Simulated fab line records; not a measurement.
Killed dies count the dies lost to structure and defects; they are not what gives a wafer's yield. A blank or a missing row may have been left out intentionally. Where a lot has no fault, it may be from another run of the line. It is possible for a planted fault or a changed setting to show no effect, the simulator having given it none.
Which of the tools did it?	flow sfq-line	Sampling: 14 lots, 42 wafers, 4 of 325 route steps

WHAT EACH GAUGE READ, for each wafer
SFQ_M4_RS_MEAS_924: uses a four-point probe to measure. Usual: M4_NB_RS typically reads 0.891 ohm/sq, with standard deviation 0.0087.
lot	measured	on	M4_NB_RS (ohm/sq)	flag
L813	day 49 18:24	film-metro-03	0.896 0.888 0.882	
L814	day 50 03:58	film-metro-03	0.884 0.883 0.889	
L815	day 50 11:22	film-metro-01	0.885 0.889 0.894	
L816	day 50 14:46	film-metro-01	0.904 0.905 0.920	
L818	day 50 23:11	film-metro-02	0.897 0.890 0.907	
L819	day 51 05:12	film-metro-02	0.886 0.884 0.874	
L820	day 52 15:59	film-metro-02	0.894 0.885 0.896	
L821	day 52 21:58	film-metro-01	0.891 0.893 0.888	
L822	day 53 15:58	film-metro-02	0.893 0.891 0.885	
L823	day 54 02:53	film-metro-02	0.892 0.879 0.876	
L829	day 56 08:17	film-metro-02	0.894 0.892 0.883	
L833	day 57 07:08	film-metro-02	0.885 0.884 0.891	
L834	day 57 08:17	film-metro-02	0.880 0.873 0.880	
L835	day 57 09:29	film-metro-02	0.898 0.900 0.901	

WHICH TOOL RAN EACH LOT (tool, then ch and the chambers of the sampled wafers, then the start)
lot	SFQ_TRILAYER_I1_VIA_BARC_OPEN_VIA_ETCH_071	SFQ_TRILAYER_M3_ETCH_METAL_ETCH_078	SFQ_TRILAYER_M3_STRIP_STRIP_079
L813	rie-diel-01 ch 1,3, day 31 03:10	rie-metal-01 ch 0,1, day 44 01:37	rie-metal-01 ch 0,1, day 44 01:54
L814	rie-diel-01 ch 0,1,2, day 31 10:22	rie-metal-04 ch 0,1, day 44 17:18	rie-metal-04 ch 0,1, day 44 17:26
L815	rie-diel-02 ch 0,2,3, day 32 02:05	rie-metal-02 ch 0,1, day 45 02:54	rie-metal-02 ch 0,1, day 45 03:02
L816	rie-diel-02 ch 0,1,3, day 32 08:05	rie-metal-04 ch 1, day 45 05:22	rie-metal-04 ch 1, day 45 05:37
L818	rie-diel-03 ch 0,2, day 32 16:29	rie-metal-04 ch 1, day 46 02:11	rie-metal-04 ch 1, day 46 02:19
L819	rie-diel-01 ch 0,1,2, day 34 06:05	rie-metal-04 ch 0,1, day 46 14:14	rie-metal-04 ch 0,1, day 46 14:31
L820	rie-diel-01 ch 0,1, day 34 18:05	rie-metal-04 ch 0,1, day 48 01:18	rie-metal-04 ch 0,1, day 48 01:25
L821	rie-diel-01 ch 1,2, day 35 14:36	rie-metal-01 ch 0,1, day 48 02:30	rie-metal-01 ch 0,1, day 48 02:37
L822	rie-diel-03 ch 0,2,3, day 35 19:24	rie-metal-04 ch 0,1, day 48 09:42	rie-metal-04 ch 0,1, day 48 09:49
L823	rie-diel-03 ch 1,2, day 36 03:48	rie-metal-02 ch 0,1, day 48 14:30	rie-metal-02 ch 0,1, day 48 14:37
L829	rie-diel-03 ch 0,2,3, day 38 06:35	rie-metal-04 ch 0, day 50 04:10	rie-metal-04 ch 0, day 50 04:17
L833	rie-diel-01 ch 2,3, day 39 23:38	rie-metal-04 ch 0,1, day 51 05:25	rie-metal-04 ch 0,1, day 51 05:41
L834	rie-diel-02 ch 0,2,3, day 40 02:02	rie-metal-02 ch 0,1, day 51 06:34	rie-metal-02 ch 0,1, day 51 06:41
L835	rie-diel-02 ch 0,1, day 40 15:14	rie-metal-01 ch 0, day 51 07:46	rie-metal-01 ch 0, day 51 07:53
- SFQ_TRILAYER_I1_VIA_BARC_OPEN_VIA_ETCH_071: etches BARC in O2, target depth 125 nm, time 41.7 s.
- SFQ_TRILAYER_M3_ETCH_METAL_ETCH_078: etches Nb in Cl2/Ar, stops on SiO2, target depth 240 nm, time 120 s.
- SFQ_TRILAYER_M3_STRIP_STRIP_079: strips in O2.

WHAT THE TOOLS THEMSELVES READ (means of the sampled wafers that have a number; where no wafer has one, the mark that the record gives instead)
SFQ_TRILAYER_I1_VIA_BARC_OPEN_VIA_ETCH_071. Usual: chamber-pressure-mTorr 29.999 mTorr, standard deviation 0.026; drypump-motor-current-A 5.8 A, standard deviation 0.49; oes-product-au 0.685 a.u., standard deviation 0.0045; rf-fwd-power-W 494.2 W, standard deviation 2.3.
lot	tool	chamber-pressure-mTorr (mTorr)	drypump-motor-current-A (A)	oes-product-au (a.u.)	rf-fwd-power-W (W)	flag
L813	rie-diel-01	30.011	6.5	0.688	493.7	
L814	rie-diel-01	30.009	6.1	0.681	496.2	
L815	rie-diel-02	29.996	5.6	0.686	493.4	
L816	rie-diel-02	30.005	5.2	0.684	494.1	
L818	rie-diel-03	30.004	6.1	0.683	495.0	
L819	rie-diel-01	30.011	6.0	0.685	492.8	
L820	rie-diel-01	30.020	6.3	0.685	495.4	
L821	rie-diel-01	29.993	6.4	0.684	494.8	
L822	rie-diel-03	29.978	5.9	0.691	494.3	
L823	rie-diel-03	30.009	6.0	0.684	494.7	
L829	rie-diel-03	29.984	5.9	0.682	492.1	
L833	rie-diel-01	29.993	6.2	0.684	490.4	
L834	rie-diel-02	30.003	5.6	0.686	494.2	
L835	rie-diel-02	29.990	5.1	0.685	496.1	

SFQ_TRILAYER_M3_ETCH_METAL_ETCH_078. Usual: chamber-pressure-mTorr 10.001 mTorr, standard deviation 0.01; drypump-motor-current-A 5.59 A, standard deviation 0.3; oes-product-au 0.896 a.u., standard deviation 0.0066; rf-fwd-power-W 597.0 W, standard deviation 2.1.
lot	tool	chamber-pressure-mTorr (mTorr)	drypump-motor-current-A (A)	oes-product-au (a.u.)	rf-fwd-power-W (W)	flag
L813	rie-metal-01	9.994	5.77	0.898	595.4	
L814	rie-metal-04	10.003	5.28	0.896	598.6	
L815	rie-metal-02	9.994	5.89	0.898	595.3	
L816	rie-metal-04	10.009	5.33	0.898	595.4	
L818	rie-metal-04	10.004	5.34	0.896	597.3	
L819	rie-metal-04	10.000	5.22	0.895	595.8	
L820	rie-metal-04	10.002	5.27	0.890	595.0	
L821	rie-metal-01	10.006	5.75	0.897	597.8	
L822	rie-metal-04	10.002	5.27	0.893	596.9	
L823	rie-metal-02	10.003	5.91	0.895	597.8	
L829	rie-metal-04	10.002	5.16	0.902	690.8	OFF
L833	rie-metal-04	10.008	5.28	0.895	628.3	OFF
L834	rie-metal-02	10.005	5.84	0.888	596.6	
L835	rie-metal-01	10.000	5.85	0.908	594.3	

SFQ_TRILAYER_M3_STRIP_STRIP_079. Usual: chamber-pressure-mTorr 50.00 mTorr, standard deviation 0.042; drypump-motor-current-A 5.59 A, standard deviation 0.29; oes-product-au 1.000 a.u., standard deviation 0.0072.
lot	tool	chamber-pressure-mTorr (mTorr)	drypump-motor-current-A (A)	oes-product-au (a.u.)	flag
L813	rie-metal-01	49.99	5.77	0.991	
L814	rie-metal-04	50.00	5.32	0.997	
L815	rie-metal-02	50.03	5.91	1.008	
L816	rie-metal-04	49.96	5.32	1.015	
L818	rie-metal-04	50.03	5.32	1.004	
L819	rie-metal-04	50.00	5.23	1.003	
L820	rie-metal-04	50.01	5.28	0.996	
L821	rie-metal-01	50.04	5.74	1.000	
L822	rie-metal-04	49.97	5.29	0.995	
L823	rie-metal-02	49.99	5.92	0.994	
L829	rie-metal-04	50.04	5.17	0.998	
L833	rie-metal-04	49.96	5.28	1.003	
L834	rie-metal-02	49.98	5.82	1.000	
L835	rie-metal-01	49.98	5.79	0.999	

THE ANSWER, worked out from the rows above alone
Rule: a lot counts as off when the mean over its wafers that have a number is more than 3 standard deviations away from the usual mean. Also off: a lot with no number at a reading for which 4 or more lots have one. Any other lot the step has rows for is counted as sound. After the gauges, taken in route order, come the tools' own readings; for these a lot's mean is taken, as printed above. At the first step where some lot is off, the reading lying furthest off is the one used; lots without a number count as furthest.
Off at SFQ_TRILAYER_M3_ETCH_METAL_ETCH_078 (rf-fwd-power-W): L829, L833.
If a tool, at that step or one of the process steps before it, ran each lot that is off and ran no sound lot following the first of them, it fits. One candidate fits, namely rie-metal-04 at SFQ_TRILAYER_M3_ETCH_METAL_ETCH_078. A fault onset in the window from L822 (day 48 09:42, its last sound lot) to L829 (day 50 04:10, its first lot off) fits.
On the lots that are off, the tool's own readings at SFQ_TRILAYER_M3_ETCH_METAL_ETCH_078 differ by more than 5 times the standard deviation of the sound lots' means, which bears it out; rf-fwd-power-W reads 659.5 W there versus 596.4 W on the sound lots.

WHAT WAS PUT IN BY THE SIMULATOR
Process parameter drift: rie-metal-04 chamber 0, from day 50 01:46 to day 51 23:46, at SFQ_TRILAYER_M3_ETCH_METAL_ETCH_078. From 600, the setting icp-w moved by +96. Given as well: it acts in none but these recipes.
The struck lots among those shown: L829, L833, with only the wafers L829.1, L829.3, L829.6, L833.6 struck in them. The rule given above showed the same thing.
